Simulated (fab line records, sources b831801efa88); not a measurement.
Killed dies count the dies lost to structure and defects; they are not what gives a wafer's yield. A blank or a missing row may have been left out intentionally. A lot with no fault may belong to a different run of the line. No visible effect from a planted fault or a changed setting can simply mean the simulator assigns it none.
fab line records + flow gf180mcu
record
- lots=12
- wafers=36
- last_day=34
route steps=602 shown NSD@244 M1@329 V1@350
lots that met no fault: taken from a fault-free run of the same line
start_h: hours from the record's opening day to when the first of the lot's shown wafers began + wait_h: hours elapsed since this lot's preceding step + " unchanged from the row above + L1.1+2: one row covering several wafers at once + - no value present, or no start provided + * or withheld: withheld + < > ~ a bound
route shown NAME@n: a module of which the file shows steps, and the number in the route of the first + usual: mean and standard deviation over wafers with no fault + same: alike in all rows + chamber/n: place in a boat + sites: the reading at each site + _std_site: standard deviation across them + _edge_site: the outer-site mean with the inner-site mean subtracted + radius_mm: for every site, how far away it sits from the centre of the wafer + mask NAME#n: copy n + behind: the last tool/chamber to shape the wafer + hold: reason for holding the lot/hours on hold/outcome of the hold + device: the n, p or np transistor that did not switch + end of line: at the end of the route, the tests of the same wafers + for a step that has no rows: nothing shown but its recipe + killed: not the wafer's yield, but the dies lost to structure and defects at the first sort + map: a wafer's dies, marking killed ones x, the rest . and places with no die _
set.NAME: the setting as run; set.NAME@STEP: as run at that earlier step + model.NAME: the simulator's own value behind a step, which no gauge read
steps of the route over a sample of lots; a table a step, a row a wafer
services: a tool's chamber out of use, with start hour (start_h, from the record's first day; less than 0 if before it), hours out, and reason
## steps
# step GF_NSD_IMPLANT_09
# recipe
- species=As
- energy_kev=60
- dose_cm2=4e+15
- tilt_deg=7
| lot.wafer  | tool         | chamber | start_h | wait_h |
|------------|--------------|---------|---------|--------|
| L154.4+5+6 | implanter-04 | 0       | 291.34  | 0.1    |
| L155.4+5+6 | implanter-03 | 0       | 305.66  | 0.1    |
| L156.2+3+4 | implanter-04 | 0       | 313.68  | 0.0    |
| L158.1+4+5 | implanter-04 | 0       | 330.93  | 0.0    |
| L158.1+4+5 | implanter-04 | 0       | 331.25  | 0.3    |
| L159.2+4+6 | implanter-02 | 0       | 335.44  | 0.0    |
| L159.2+4+6 | implanter-02 | 0       | 335.75  | 0.3    |
| L163.1+3+4 | implanter-04 | 0       | 367.23  | 0.0    |
| L163.1+3+4 | implanter-04 | 0       | 367.55  | 0.3    |
| L168.2+3+5 | implanter-02 | 0       | 415.71  | 0.0    |
| L170.2+5+6 | implanter-03 | 0       | 426.82  | 0.0    |
| L171.2+4+5 | implanter-04 | 0       | 437.88  | 0.0    |
| L172.4+5+6 | implanter-04 | 0       | 444.73  | 0.1    |
| L174.1+2+6 | implanter-04 | 0       | 457.38  | 0.0    |
| L177.1+5+6 | implanter-02 | 0       | 485.50  | 0.0    |
# step GF_NSD_STRIP_11
# recipe
- chemistry=O2/N2
- power_w=1400
- pressure_mtorr=1500
- platen_temp_c=250
- o2_flow_sccm=3000
- n2_flow_sccm=300
- overash_fraction=0.5
# usual
- drypump_motor_current_A=5.86/0.25
- heater_power_w=341/26
- n2_flow_sccm=300.1/0.9
- oes_product_au=0.486/0.0043
- strip_time_to_endpoint_s=22.97/0.043
| lot.wafer | tool            | chamber | start_h | wait_h | drypump_motor_current_A | heater_power_w | n2_flow_sccm | oes_product_au | rf_hours_counter_h | strip_time_to_endpoint_s |
|-----------|-----------------|---------|---------|--------|-------------------------|----------------|--------------|----------------|--------------------|--------------------------|
| L154.4    | plasma_asher-03 | 1       | 291.59  | 0.1    | 5.82                    | 331            | 300.1        | 0.488          | -                  | 22.94                    |
| L154.5    | "               | 0       | "       | "      | 5.47                    | 322            | 298.7        | 0.479          | -                  | 22.94                    |
| L154.6    | "               | 1       | "       | "      | 5.80                    | 337            | 299.5        | 0.492          | -                  | 22.93                    |
| L155.4    | plasma_asher-03 | 1       | 305.92  | 0.1    | 5.86                    | 322            | 299.3        | 0.483          | -                  | 22.98                    |
| L155.5    | "               | 0       | "       | "      | 5.47                    | 326            | 300.2        | 0.497          | -                  | 22.98                    |
| L155.6    | "               | 1       | "       | "      | 5.87                    | 328            | 300.3        | 0.488          | -                  | 22.96                    |
| L156.2    | plasma_asher-03 | 0       | 313.95  | 0.1    | 5.46                    | 324            | 299.0        | 0.479          | 56                 | 22.95                    |
| L156.3    | "               | 1       | "       | "      | 5.84                    | 319            | 300.0        | 0.483          | -                  | 22.98                    |
| L156.4    | "               | 0       | "       | "      | 5.47                    | 315            | 299.8        | 0.493          | -                  | 22.97                    |
| L158.1    | plasma_asher-02 | 0       | 331.55  | 0.1    | 6.18                    | 370            | 299.5        | 0.479          | 22                 | 24.11                    |
| L158.4    | "               | 1       | "       | "      | 5.97                    | 309            | 301.5        | 0.482          | -                  | 24.06                    |
| L158.5    | "               | 0       | "       | "      | 6.17                    | 369            | 300.2        | 0.468          | -                  | 24.12                    |
| L159.2    | plasma_asher-03 | 0       | 336.03  | 0.1    | 5.48                    | 322            | 299.7        | 0.474          | 58                 | 24.08                    |
| L159.4    | "               | 1       | "       | "      | 5.83                    | 338            | 301.1        | 0.472          | -                  | 24.11                    |
| L159.6    | "               | 1       | "       | "      | 5.83                    | 330            | 299.6        | 0.474          | -                  | 24.11                    |
| L163.1    | plasma_asher-02 | 1       | 368.06  | 0.1    | 5.94                    | 308            | 300.1        | 0.474          | 26                 | 24.05                    |
| L163.3    | "               | 0       | "       | "      | 6.18                    | 378            | 301.1        | 0.474          | -                  | 24.05                    |
| L163.4    | "               | 1       | "       | "      | 5.95                    | 313            | 301.5        | 0.476          | -                  | 24.04                    |
| L168.2    | plasma_asher-02 | 0       | 415.98  | 0.1    | 6.15                    | 376            | 299.0        | 0.488          | 31                 | 22.92                    |
| L168.3    | "               | 0       | "       | "      | 6.18                    | 370            | 300.7        | 0.489          | -                  | 22.91                    |
| L168.5    | "               | 1       | "       | "      | 5.96                    | 309            | 301.5        | 0.491          | -                  | 22.89                    |
| L170.2    | plasma_asher-02 | 0       | 427.10  | 0.1    | 6.20                    | 376            | 299.0        | 0.487          | 32                 | 23.04                    |
| L170.5    | "               | 0       | "       | "      | 6.21                    | 377            | 299.2        | 0.486          | -                  | 23.06                    |
| L170.6    | "               | 1       | "       | "      | 5.97                    | 311            | 299.9        | 0.479          | -                  | 23.05                    |
| L171.2    | plasma_asher-03 | 1       | 438.16  | 0.1    | 5.85                    | 322            | 301.1        | 0.486          | 69                 | 22.94                    |
| L171.4    | "               | 0       | "       | "      | 5.47                    | 311            | 298.9        | 0.485          | -                  | 22.97                    |
| L171.5    | "               | 1       | "       | "      | 5.82                    | 323            | 300.6        | 0.482          | -                  | 22.94                    |
| L172.4    | plasma_asher-04 | 0       | 444.99  | 0.1    | 6.17                    | 364            | 299.9        | 0.479          | -                  | 23.02                    |
| L172.5    | "               | 0       | "       | "      | 6.18                    | 355            | 300.1        | 0.495          | -                  | 23.02                    |
| L172.6    | "               | 1       | "       | "      | 5.80                    | 383            | 300.1        | 0.493          | -                  | 23.06                    |
| L174.1    | plasma_asher-03 | 0       | 457.68  | 0.1    | 5.47                    | 320            | 300.1        | 0.491          | 71                 | 22.99                    |
| L174.2    | "               | 1       | "       | "      | 5.78                    | 323            | 300.4        | 0.489          | 71                 | 22.96                    |
| L174.6    | "               | 0       | "       | "      | 5.45                    | 320            | 300.0        | 0.493          | -                  | 22.94                    |
| L177.1    | plasma_asher-04 | 0       | 485.80  | 0.1    | 6.18                    | 360            | 299.5        | 0.493          | 6                  | 22.94                    |
| L177.5    | "               | 0       | "       | "      | 6.19                    | 373            | 300.2        | 0.490          | -                  | 22.92                    |
| L177.6    | "               | 1       | "       | "      | 5.81                    | 385            | 300.0        | 0.483          | -                  | 22.93                    |
# step GF_PSD_RS_MEAS_14
# recipe
- thk_meas_gauge=four-point-probe
# usual
- NSD_RS=46.16/0.085
| lot.wafer | tool          | chamber | start_h | wait_h | NSD_RS[ohm/sq] |
|-----------|---------------|---------|---------|--------|----------------|
| L154.4    | film_metro-01 | -       | 312.95  | 0.1    | 46.14          |
| L154.5    | "             | -       | "       | "      | 46.10          |
| L154.6    | "             | -       | "       | "      | 46.17          |
| L155.4    | film_metro-03 | -       | 327.06  | 0.1    | 46.16          |
| L155.5    | "             | -       | "       | "      | 45.99          |
| L155.6    | "             | -       | "       | "      | 46.04          |
| L156.2    | film_metro-03 | -       | 335.36  | 0.1    | 46.16          |
| L156.3    | "             | -       | "       | "      | 46.20          |
| L156.4    | "             | -       | "       | "      | 46.13          |
| L158.1    | film_metro-03 | -       | 352.99  | 0.1    | 43.96          |
| L158.4    | "             | -       | "       | "      | 44.01          |
| L158.5    | "             | -       | "       | "      | 43.94          |
| L158.1    | film_metro-03 | -       | 353.27  | 0.3    | 43.97          |
| L158.4    | "             | -       | "       | "      | 43.98          |
| L158.5    | "             | -       | "       | "      | 43.94          |
| L159.2    | film_metro-01 | -       | 358.27  | 0.1    | 44.01          |
| L159.4    | "             | -       | "       | "      | 43.98          |
| L159.6    | "             | -       | "       | "      | 43.96          |
| L159.2    | film_metro-01 | -       | 358.66  | 0.4    | 43.99          |
| L159.4    | "             | -       | "       | "      | 43.94          |
| L159.6    | "             | -       | "       | "      | 43.98          |
| L163.1    | film_metro-04 | -       | 390.11  | 0.1    | 44.07          |
| L163.3    | "             | -       | "       | "      | 44.11          |
| L163.4    | "             | -       | "       | "      | 44.13          |
| L163.1    | film_metro-04 | -       | 390.40  | 0.3    | 44.11          |
| L163.3    | "             | -       | "       | "      | 44.19          |
| L163.4    | "             | -       | "       | "      | 44.22          |
| L168.2    | film_metro-01 | -       | 441.31  | 0.1    | 46.24          |
| L168.3    | "             | -       | "       | "      | 46.19          |
| L168.5    | "             | -       | "       | "      | 46.01          |
| L170.2    | film_metro-04 | -       | 452.47  | 0.1    | 46.20          |
| L170.5    | "             | -       | "       | "      | 46.16          |
| L170.6    | "             | -       | "       | "      | 46.21          |
| L171.2    | film_metro-01 | -       | 462.71  | 0.1    | 46.24          |
| L171.4    | "             | -       | "       | "      | 46.08          |
| L171.5    | "             | -       | "       | "      | 46.11          |
| L172.4    | film_metro-04 | -       | 469.24  | 0.1    | 46.31          |
| L172.5    | "             | -       | "       | "      | 46.29          |
| L172.6    | "             | -       | "       | "      | 46.29          |
| L174.1    | film_metro-03 | -       | 481.88  | 0.1    | 46.23          |
| L174.2    | "             | -       | "       | "      | 46.19          |
| L174.6    | "             | -       | "       | "      | 46.13          |
| L177.1    | film_metro-04 | -       | 510.28  | 0.1    | 46.33          |
| L177.5    | "             | -       | "       | "      | 46.22          |
| L177.6    | "             | -       | "       | "      | 46.18          |
# step GF_M1_CD_MEAS_14
# recipe
- target_cd_nm=230
# usual
- cd_nm=230.1/1.3
| lot.wafer | tool      | chamber | start_h | wait_h | cd_nm |
|-----------|-----------|---------|---------|--------|-------|
| L154.4    | cd_sem-02 | -       | 379.84  | 0.1    | 230.2 |
| L154.5    | "         | -       | "       | "      | 231.7 |
| L154.6    | "         | -       | "       | "      | 230.7 |
| L155.4    | cd_sem-02 | -       | 394.20  | 0.1    | 231.4 |
| L155.5    | "         | -       | "       | "      | 231.8 |
| L155.6    | "         | -       | "       | "      | 231.4 |
| L156.2    | cd_sem-02 | -       | 404.26  | 0.1    | 229.6 |
| L156.3    | "         | -       | "       | "      | 228.2 |
| L156.4    | "         | -       | "       | "      | 229.6 |
| L158.1    | cd_sem-02 | -       | 424.28  | 0.1    | 233.3 |
| L158.4    | "         | -       | "       | "      | 231.7 |
| L158.5    | "         | -       | "       | "      | 232.3 |
| L159.2    | cd_sem-02 | -       | 430.57  | 0.1    | 229.0 |
| L159.4    | "         | -       | "       | "      | 229.9 |
| L159.6    | "         | -       | "       | "      | 230.3 |
| L163.1    | cd_sem-02 | -       | 464.20  | 0.1    | 230.4 |
| L163.3    | "         | -       | "       | "      | 230.5 |
| L163.4    | "         | -       | "       | "      | 232.1 |
| L168.2    | cd_sem-02 | -       | 515.91  | 0.1    | 229.9 |
| L168.3    | "         | -       | "       | "      | 229.1 |
| L168.5    | "         | -       | "       | "      | 229.2 |
| L170.2    | cd_sem-01 | -       | 526.72  | 0.1    | 231.3 |
| L170.5    | "         | -       | "       | "      | 231.4 |
| L170.6    | "         | -       | "       | "      | 230.1 |
| L171.2    | cd_sem-01 | -       | 536.89  | 0.1    | 230.0 |
| L171.4    | "         | -       | "       | "      | 229.7 |
| L171.5    | "         | -       | "       | "      | 232.3 |
| L172.4    | cd_sem-01 | -       | 544.00  | 0.1    | 228.7 |
| L172.5    | "         | -       | "       | "      | 228.7 |
| L172.6    | "         | -       | "       | "      | 229.7 |
| L174.1    | cd_sem-01 | -       | 556.40  | 0.1    | 229.9 |
| L174.2    | "         | -       | "       | "      | 231.0 |
| L174.6    | "         | -       | "       | "      | 230.7 |
| L177.1    | cd_sem-02 | -       | 582.84  | 0.1    | 229.6 |
| L177.5    | "         | -       | "       | "      | 230.8 |
| L177.6    | "         | -       | "       | "      | 230.5 |
# step GF_V1_OVL_MEAS_15
# usual
- V1_OVL=-1/6.4
| lot.wafer | tool       | chamber | start_h | wait_h | V1_OVL[nm] |
|-----------|------------|---------|---------|--------|------------|
| L154.4    | overlay-02 | -       | 404.19  | 0.1    | -3         |
| L154.5    | "          | -       | "       | "      | -3         |
| L154.6    | "          | -       | "       | "      | 3          |
| L155.4    | overlay-02 | -       | 418.98  | 0.1    | 4          |
| L155.5    | "          | -       | "       | "      | 7          |
| L155.6    | "          | -       | "       | "      | -3         |
| L156.2    | overlay-01 | -       | 429.76  | 0.1    | 3          |
| L156.3    | "          | -       | "       | "      | -20        |
| L156.4    | "          | -       | "       | "      | 2          |
| L158.1    | overlay-01 | -       | 449.71  | 0.1    | 0          |
| L158.4    | "          | -       | "       | "      | -10        |
| L158.5    | "          | -       | "       | "      | -3         |
| L159.2    | overlay-02 | -       | 456.06  | 0.1    | 6          |
| L159.4    | "          | -       | "       | "      | 0          |
| L159.6    | "          | -       | "       | "      | 2          |
| L163.1    | overlay-02 | -       | 489.76  | 0.1    | 3          |
| L163.3    | "          | -       | "       | "      | 7          |
| L163.4    | "          | -       | "       | "      | 12         |
| L168.2    | overlay-01 | -       | 540.23  | 0.1    | -1         |
| L168.3    | "          | -       | "       | "      | -9         |
| L168.5    | "          | -       | "       | "      | -4         |
| L170.2    | overlay-02 | -       | 551.22  | 0.1    | -1         |
| L170.5    | "          | -       | "       | "      | 9          |
| L170.6    | "          | -       | "       | "      | 1          |
| L171.2    | overlay-01 | -       | 561.64  | 0.1    | -2         |
| L171.4    | "          | -       | "       | "      | 0          |
| L171.5    | "          | -       | "       | "      | -9         |
| L172.4    | overlay-01 | -       | 568.83  | 0.1    | 7          |
| L172.5    | "          | -       | "       | "      | 7          |
| L172.6    | "          | -       | "       | "      | 4          |
| L174.1    | overlay-01 | -       | 580.35  | 0.1    | -1         |
| L174.2    | "          | -       | "       | "      | -2         |
| L174.6    | "          | -       | "       | "      | -11        |
| L177.1    | overlay-01 | -       | 605.97  | 0.1    | 4          |
| L177.5    | "          | -       | "       | "      | -6         |
| L177.6    | "          | -       | "       | "      | 2          |
# step GF_V1_SPUTTER_22
# recipe
- material=TiN
- target_thk_nm=10
- chamber_pressure_pa=5
- power_w=4000
- time_s=40
# usual
- throttle_valve_pct=29.9/1.1
| lot.wafer | tool           | chamber | start_h | wait_h | throttle_valve_pct |
|-----------|----------------|---------|---------|--------|--------------------|
| L154.4    | pvd_sputter-03 | -       | 405.04  | 0.0    | 31.4               |
| L154.5    | "              | -       | "       | "      | 28.6               |
| L154.6    | "              | -       | "       | "      | 30.2               |
| L155.4    | pvd_sputter-03 | -       | 419.76  | 0.0    | 28.6               |
| L155.5    | "              | -       | "       | "      | 31.8               |
| L155.6    | "              | -       | "       | "      | 29.8               |
| L156.2    | pvd_sputter-03 | -       | 430.55  | 0.0    | 29.8               |
| L156.3    | "              | -       | "       | "      | 30.3               |
| L156.4    | "              | -       | "       | "      | 31.8               |
| L158.1    | pvd_sputter-03 | -       | 450.47  | 0.0    | 31.5               |
| L158.4    | "              | -       | "       | "      | 30.4               |
| L158.5    | "              | -       | "       | "      | 31.6               |
| L159.2    | pvd_sputter-02 | -       | 456.81  | 0.0    | 29.5               |
| L159.4    | "              | -       | "       | "      | 29.8               |
| L159.6    | "              | -       | "       | "      | 31.3               |
| L163.1    | pvd_sputter-03 | -       | 490.87  | 0.0    | 31.6               |
| L163.3    | "              | -       | "       | "      | 28.5               |
| L163.4    | "              | -       | "       | "      | 30.6               |
| L168.2    | pvd_sputter-03 | -       | 541.32  | 0.0    | 30.4               |
| L168.3    | "              | -       | "       | "      | 31.7               |
| L168.5    | "              | -       | "       | "      | 30.3               |
| L170.2    | pvd_sputter-01 | -       | 553.00  | 0.0    | 28.4               |
| L170.5    | "              | -       | "       | "      | 29.7               |
| L170.6    | "              | -       | "       | "      | 30.0               |
| L171.2    | pvd_sputter-02 | -       | 562.42  | 0.0    | 31.2               |
| L171.4    | "              | -       | "       | "      | 29.7               |
| L171.5    | "              | -       | "       | "      | 31.2               |
| L172.4    | pvd_sputter-03 | -       | 569.66  | 0.0    | 30.2               |
| L172.5    | "              | -       | "       | "      | 30.4               |
| L172.6    | "              | -       | "       | "      | 28.4               |
| L174.1    | pvd_sputter-01 | -       | 581.11  | 0.0    | 30.0               |
| L174.2    | "              | -       | "       | "      | 28.6               |
| L174.6    | "              | -       | "       | "      | 28.5               |
| L177.1    | pvd_sputter-03 | -       | 606.77  | 0.0    | 29.7               |
| L177.5    | "              | -       | "       | "      | 31.8               |
| L177.6    | "              | -       | "       | "      | 28.7               |
## services
| tool            | chamber | start_h | hours | kind                   |
|-----------------|---------|---------|-------|------------------------|
| pvd_sputter-01  | -       | 310.48  | 1.2   | repair                 |
| pvd_sputter-02  | 0       | 330.45  | -     | consumable_replace:kit |
| pvd_sputter-02  | 0       | 330.45  | 18.0  | scheduled_down         |
| pvd_sputter-02  | 0       | 330.45  | 18.0  | vent_cycle             |
| pvd_sputter-01  | 0       | 363.72  | -     | consumable_replace:kit |
| pvd_sputter-01  | 0       | 363.72  | 18.0  | scheduled_down         |
| pvd_sputter-01  | 0       | 363.72  | 18.0  | vent_cycle             |
| implanter-04    | -       | 390.22  | 3.2   | repair                 |
| pvd_sputter-02  | -       | 400.02  | 2.0   | repair                 |
| plasma_asher-04 | -       | 421.25  | 9.0   | pm                     |
| plasma_asher-04 | 0       | 421.25  | 9.0   | vent_cycle             |
| plasma_asher-04 | 1       | 421.25  | 9.0   | vent_cycle             |
| plasma_asher-04 | 0       | 430.25  | -     | clean                  |
| plasma_asher-04 | 1       | 430.25  | -     | clean                  |
| implanter-03    | -       | 449.45  | 0.7   | repair                 |
| implanter-02    | -       | 454.22  | 0.9   | repair                 |
| implanter-02    | -       | 459.20  | 0.8   | repair                 |
| plasma_asher-02 | -       | 472.42  | 1.8   | repair                 |
| pvd_sputter-01  | -       | 486.16  | 3.1   | repair                 |
| implanter-02    | -       | 507.76  | 4.9   | pm                     |
| plasma_asher-03 | -       | 517.88  | 13.3  | repair                 |
| pvd_sputter-03  | -       | 528.77  | 2.3   | repair                 |
| implanter-02    | -       | 553.96  | 2.8   | pm                     |
| plasma_asher-04 | -       | 576.93  | 1.4   | repair                 |
## key
first_sign
- step=GF_NSD_IMPLANT_09
- reading=visit
- direction=added
effect
- step=GF_NSD_STRIP_11
- reading=strip_time_to_endpoint_s
- direction=up
- sigmas=26
- usual=*
- struck=*
effect
- step=GF_PSD_RS_MEAS_14
- reading=visit
- direction=added
effect
- step=GF_PSD_RS_MEAS_14
- reading=NSD_RS
- direction=down
- sigmas=25
- usual=46.16
- struck=44.02
met_at GF_NSD_IMPLANT_09
struck_lots L158,L159,L163
tester_left_out L158,L159,L163
not_acting_at GF_M1_CD_MEAS_14,GF_V1_OVL_MEAS_15,GF_V1_SPUTTER_22
fault
- kind=repeated_step_whole
- tool=implanter-02,implanter-03,implanter-04
- chamber=-
- onset_h=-
- steps=GF_NSD_IMPLANT_09
- times=1
- scope=struck_lots_only
# tester_left_out: of these lots the tester's yield and bins aren't shown, on N5 and GAA mostly nor the transistor test; their killed dies are dies lost to structure and defects alone, not to doping, threshold or leakage, so they don't give the yield
